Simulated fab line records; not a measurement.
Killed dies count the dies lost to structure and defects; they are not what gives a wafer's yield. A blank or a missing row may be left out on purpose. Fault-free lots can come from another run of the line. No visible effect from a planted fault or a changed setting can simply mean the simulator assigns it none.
The tool behind it: which one?	flow gf180mcu	12 lots with 36 wafers sampled at 5 steps, on a route of 602 steps

WHAT EACH GAUGE READ, for each wafer
GF_M2_CD_MEAS_14 targets a cd of 280 nm.
lot	measured	on	cdNm (nm)
L305	day 19 07:10	cdSem-02	280.6 280.1 279.6
L306	day 19 12:36	cdSem-02	281.3 281.5 280.5
L307	day 19 17:36	cdSem-02	279.5 280.3 278.9
L308	day 20 03:19	cdSem-01	277.8 278.3 276.9
L309	day 20 06:39	cdSem-01	279.0 279.4 279.1
L310	day 20 22:48	cdSem-01	280.7 280.2 280.3
L312	day 22 01:25	cdSem-02	281.3 279.7 279.2
L313	day 22 13:47	cdSem-02	280.4 279.4 279.3
L315	day 23 04:43	cdSem-01	279.7 280.9 280.0
L326	day 26 07:54	cdSem-02	280.6 272.2 280.6
L327	day 26 19:02	cdSem-01	281.5 282.0 281.4
L328	day 27 07:46	cdSem-02	280.9 279.2 281.2

GF_V2_THK_MEAS_01.
lot	measured	on	V2_CVD_00_THK (nm)
L305	day 19 08:01	filmMetro-02	596 601 603
L306	day 19 13:31	filmMetro-03	597 611 596
L307	day 19 18:31	filmMetro-03	610 612 598
L308	day 20 04:11	filmMetro-03	605 596 604
L309	day 20 07:34	filmMetro-01	597 607 589
L310	day 21 00:09	filmMetro-02	605 601 602
L312	day 22 02:24	filmMetro-02	598 600 590
L313	day 22 14:43	filmMetro-02	602 596 609
L315	day 23 05:55	filmMetro-03	595 593 598
L326	day 26 09:11	filmMetro-03	593 614 615
L327	day 26 20:00	filmMetro-01	601 595 614
L328	day 27 08:52	filmMetro-03	592 607 600

WHICH TOOL RAN EACH LOT (tool, then ch and the chambers of the sampled wafers, then the start)
lot	GF_M2_SPUTTER_04	GF_M2_PEB_12	GF_M2_METAL_ETCH_16
L305	pvdSputter-01, day 18 07:35	lithoTrack-02 ch 0, day 19 06:52	rieMetal-01 ch 0,1, day 19 07:18
L306	pvdSputter-01, day 18 12:15	lithoTrack-03 ch 0, day 19 12:15	rieMetal-02 ch 0,1, day 19 12:46
L307	pvdSputter-03, day 18 17:26	lithoTrack-01 ch 0, day 19 17:15	rieMetal-03 ch 0,1, day 19 17:45
L308	pvdSputter-01, day 19 03:23	lithoTrack-01 ch 0, day 20 02:59	rieMetal-02 ch 0, day 20 03:27
L309	pvdSputter-01, day 19 06:16	lithoTrack-03 ch 0, day 20 06:18	rieMetal-01 ch 0,1, day 20 06:49
L310	pvdSputter-03, day 19 23:16	lithoTrack-03 ch 0, day 20 22:27	rieMetal-03 ch 1, day 20 22:58
L312	pvdSputter-01, day 21 02:01	lithoTrack-03 ch 0, day 22 01:05	rieMetal-02 ch 0,1, day 22 01:34
L313	pvdSputter-03, day 21 14:26	lithoTrack-02 ch 0, day 22 13:23	rieMetal-01 ch 0,1, day 22 13:56
L315	pvdSputter-01, day 22 05:36	lithoTrack-02 ch 0, day 23 04:22	rieMetal-02 ch 0,1, day 23 04:52
L326	pvdSputter-03, day 25 11:36	lithoTrack-03 ch 0, day 26 07:33	rieMetal-03 ch 0,1, day 26 08:04
L327	pvdSputter-02, day 25 22:59	lithoTrack-02 ch 0, day 26 18:41	rieMetal-02 ch 0, day 26 19:12
L328	pvdSputter-02, day 26 11:13	lithoTrack-02 ch 0, day 27 07:25	rieMetal-03 ch 1, day 27 07:55
- GF_M2_SPUTTER_04: material TiN, target thk 50 nm, time 41.7 s.
- GF_M2_PEB_12: peb time 90 s.
- GF_M2_METAL_ETCH_16: etches the open film in Cl2/BCl3, stops on SiO2, target depth 627.5 nm, time 104.6 s.

AS READ BY THE TOOLS THEMSELVES (means over the sampled wafers that have a number; for cases with no such wafer, the mark the record gives instead)
GF_M2_SPUTTER_04.
lot	tool	throttleValvePct (%)
L305	pvdSputter-01	30.0
L306	pvdSputter-01	30.0
L307	pvdSputter-03	30.7
L308	pvdSputter-01	29.2
L309	pvdSputter-01	29.2
L310	pvdSputter-03	31.1
L312	pvdSputter-01	30.6
L313	pvdSputter-03	30.1
L315	pvdSputter-01	29.4
L326	pvdSputter-03	30.6
L327	pvdSputter-02	30.8
L328	pvdSputter-02	30.7

GF_M2_PEB_12.
lot	tool	heaterPowerTotalW (W)
L305	lithoTrack-02	84.66
L306	lithoTrack-03	84.66
L307	lithoTrack-01	84.75
L308	lithoTrack-01	84.68
L309	lithoTrack-03	84.71
L310	lithoTrack-03	84.68
L312	lithoTrack-03	84.78
L313	lithoTrack-02	84.81
L315	lithoTrack-02	84.68
L326	lithoTrack-03	84.68
L327	lithoTrack-02	84.71
L328	lithoTrack-02	84.66

GF_M2_METAL_ETCH_16.
lot	tool	bcl3FlowSccm (sccm)	drypumpMotorCurrentA (A)	oesProductAu (a.u.)	throttleValvePct (%)
L305	rieMetal-01	39.89	5.9	0.978	28.245
L306	rieMetal-02	40.04	5.4	0.977	28.251
L307	rieMetal-03	40.03	5.9	0.968	28.257
L308	rieMetal-02	40.05	5.3	0.977	28.243
L309	rieMetal-01	39.99	5.6	0.965	28.270
L310	rieMetal-03	39.89	5.8	0.968	28.251
L312	rieMetal-02	40.10	5.5	0.957	28.269
L313	rieMetal-01	39.98	5.9	0.972	28.241
L315	rieMetal-02	40.07	5.6	0.974	28.233
L326	rieMetal-03	40.09	5.9	0.978	28.237
L327	rieMetal-02	40.04	5.3	0.979	28.232
L328	rieMetal-03	40.11	5.8	0.978	28.245

THE ANSWER, worked out from the rows above alone
Rule: the usual values come from the lots themselves. Put in order of their means at a reading, lots are off if they are a third of the lots or fewer, leave a main group of 4 or more, and stand apart from it by a gap of 3 or more times the standard deviation of the main group's means; of several such gaps the widest counts. The tables above print the reading to a certain number of digits; a main group whose means all agree to those digits is not used. A lot without any number at a reading at which 4 lots or more have one is off too. All remaining lots with rows at the step are treated as sound. The gauges are gone through in route order, then the tools' own readings, and for those a lot's mean is taken as printed above. At the first step where some lot is off, the reading lying furthest off is the one used; lots without a number count as furthest.
No lot is off at any reading shown: from this, nothing can be told.

WHAT THE SIMULATOR HAD INSERTED
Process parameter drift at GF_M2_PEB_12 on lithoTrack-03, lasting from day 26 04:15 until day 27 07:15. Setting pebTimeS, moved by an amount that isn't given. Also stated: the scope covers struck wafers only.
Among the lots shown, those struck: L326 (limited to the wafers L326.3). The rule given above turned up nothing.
